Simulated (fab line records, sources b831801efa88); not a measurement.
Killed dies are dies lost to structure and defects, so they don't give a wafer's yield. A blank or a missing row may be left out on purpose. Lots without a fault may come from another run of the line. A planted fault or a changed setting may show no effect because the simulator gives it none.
fab line records | flow sky130
record lots=14 wafers=42 last_day=51
route steps=708 shown GATE_OXIDE@203
lots that met no fault: from a run of the same line without faults
start_h: hours from the record's first day to the start of the lot's first wafer shown | wait_h: hours since the lot's step before | " the same as in the row above | L1.1+2: a row that stands for several wafers | - no value, or no start given | * or withheld: withheld | < > ~ a bound
route shown NAME@n: a module of which the file shows steps, and the number in the route of the first | usual: mean/standard deviation of fault-free wafers | same: alike in all rows | chamber/n: place in a boat | sites: the reading at each site | _std_site: their standard deviation | _edge_site: outer sites' mean less inner sites' | radius_mm: how far each site lies from the wafer's centre | mask NAME#n: copy n | behind: the tool/chamber that last shaped the wafer | hold: why the lot was held/for how many hours/how that ended | device: the transistor (n, p or np) that didn't switch | end of line: the same wafers' tests at the end of the route | a step without rows: its recipe alone | killed: dies lost to structure and defects at the first sort, not the wafer's yield | map: a wafer's dies, x killed, . not, _ none there
set.NAME: the setting as run; set.NAME@STEP: as run at that earlier step | model.NAME: the simulator's own value behind a step, which no gauge read
steps of the route over a sample of lots; a table a step, a row a wafer
services: from which hour (start_h, from the record's first day; less than 0 if before it) a tool's chamber was out of use, for how many hours, and why
## steps
# step SKY_GATE_OXIDE_OXIDATION_16
# recipe temp_c=800 ambient=O2 idle_temp_c=700 ramp_up_c_per_min=10 ramp_down_c_per_min=3 stabilise_s=600 purge_s=300 target_thk_a=35.7 ox_time_s=1915
# usual ox_temp_c=800.0/0.34 ox_temp_c_max=803.3/0.6 tube_center_temp_C=800/0.072 zone_power_upper_pct=14.5/2
# columns lot.wafer tool chamber start_h wait_h ox_temp_c ox_temp_c_max tube_center_temp_C zone_power_upper_pct
L138.2 furnace-01 0 319.28 0.0 800.3 803.0 800.02 16.5
L138.3 " 0 " " 799.7 802.6 799.82 16.6
L138.6 " 0 " " 800.1 803.8 800.02 16.7
L142.4 furnace-01 0 352.91 0.0 800.7 803.7 800.14 16.7
L142.5 " 0 " " 800.5 804.3 799.94 16.6
L142.6 " 0 " " 800.2 803.0 799.91 16.3
L143.2 furnace-01 0 362.26 0.1 799.9 803.6 800.09 16.5
L143.3 " 0 " " 799.9 802.5 800.12 16.5
L143.6 " 0 " " 800.5 803.4 800.09 16.6
L144.1 furnace-02 0 368.79 1.6 800.5 804.0 800.08 12.6
L144.3 " 0 " " 800.1 804.9 800.05 12.8
L144.6 " 0 " " 799.9 803.4 800.12 12.8
L145.2 furnace-02 0 374.39 0.0 800.3 803.6 800.12 12.6
L145.3 " 0 " " 799.9 803.6 800.04 12.7
L145.5 " 0 " " 799.6 802.5 799.94 12.7
L147.2 furnace-01 0 399.37 1.7 800.2 803.4 800.09 16.9
L147.3 " 0 " " 800.5 803.9 799.98 16.8
L147.6 " 0 " " 800.4 803.0 799.98 16.6
L149.1 furnace-02 0 412.21 1.0 800.1 803.2 800.16 12.9
L149.2 " 0 " " 799.5 803.0 799.97 12.7
L149.5 " 0 " " 800.3 804.3 799.88 12.9
L151.2 furnace-02 0 427.19 0.0 799.8 803.3 799.94 12.6
L151.3 " 0 " " 799.9 803.6 800.09 12.6
L151.4 " 0 " " 800.4 803.1 799.98 12.5
L150.1 furnace-02 0 429.97 1.8 800.1 802.9 799.97 12.8
L150.2 " 0 " " 800.1 803.7 799.94 12.6
L150.3 " 0 " " 800.6 804.6 800.04 12.9
L153.2 furnace-02 - 447.21 0.7 - - - -
L153.3 " - " " - - - -
L153.4 " - " " - - - -
L154.1 furnace-01 - 453.48 0.0 - - - -
L154.2 " - " " - - - -
L154.6 " - " " - - - -
L156.3 furnace-02 0 468.16 0.0 800.1 803.8 800.09 12.9
L156.4 " 0 " " 800.4 803.1 799.96 12.6
L156.5 " 0 " " 800.0 803.0 799.97 12.8
L160.1 furnace-01 0 505.93 0.0 800.0 803.2 799.85 16.7
L160.2 " 0 " " 799.6 803.2 800.11 16.7
L160.6 " 0 " " 800.2 803.5 800.01 16.7
L161.2 furnace-01 0 516.71 0.0 799.9 802.8 800.03 16.6
L161.3 " 0 " " 799.8 802.8 799.95 16.7
L161.5 " 0 " " 799.9 803.3 799.97 16.9
## services
# columns tool chamber start_h hours kind
furnace-01 - 367.97 4.0 pm
furnace-02 - 381.61 2.8 pm
furnace-02 - 391.61 3.9 pm
## key
first_sign step=SKY_GATE_OXIDE_OXIDATION_16 reading=tool_record direction=missing
effect none on later readings
met_at SKY_GATE_OXIDE_OXIDATION_16
struck_lots L153,L154
later_rows_left_out L153.2,L153.3,L153.4,L154.1,L154.2,L154.6
sort_left_out L153.2,L153.3,L153.4,L154.1,L154.2,L154.6
tester_left_out L153,L154
onset_between 429.97 447.21
fault kind=skipped_step_whole tool=furnace-01,furnace-02 chamber=- onset_h=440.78 steps=SKY_GATE_OXIDE_OXIDATION_16 scope=struck_lots_only
# tester_left_out: of these lots the tester's yield and bins aren't shown, on N5 and GAA mostly nor the transistor test; their killed dies are dies lost to structure and defects alone, not to doping, threshold or leakage, so they don't give the yield
# sort_left_out: the simulated sort isn't trusted on such a fault, so these wafers' sort isn't shown, and their yield isn't known
# later_rows_left_out: the simulator's readings of these wafers behind a module that went badly wrong aren't trusted and aren't shown, but for the sort
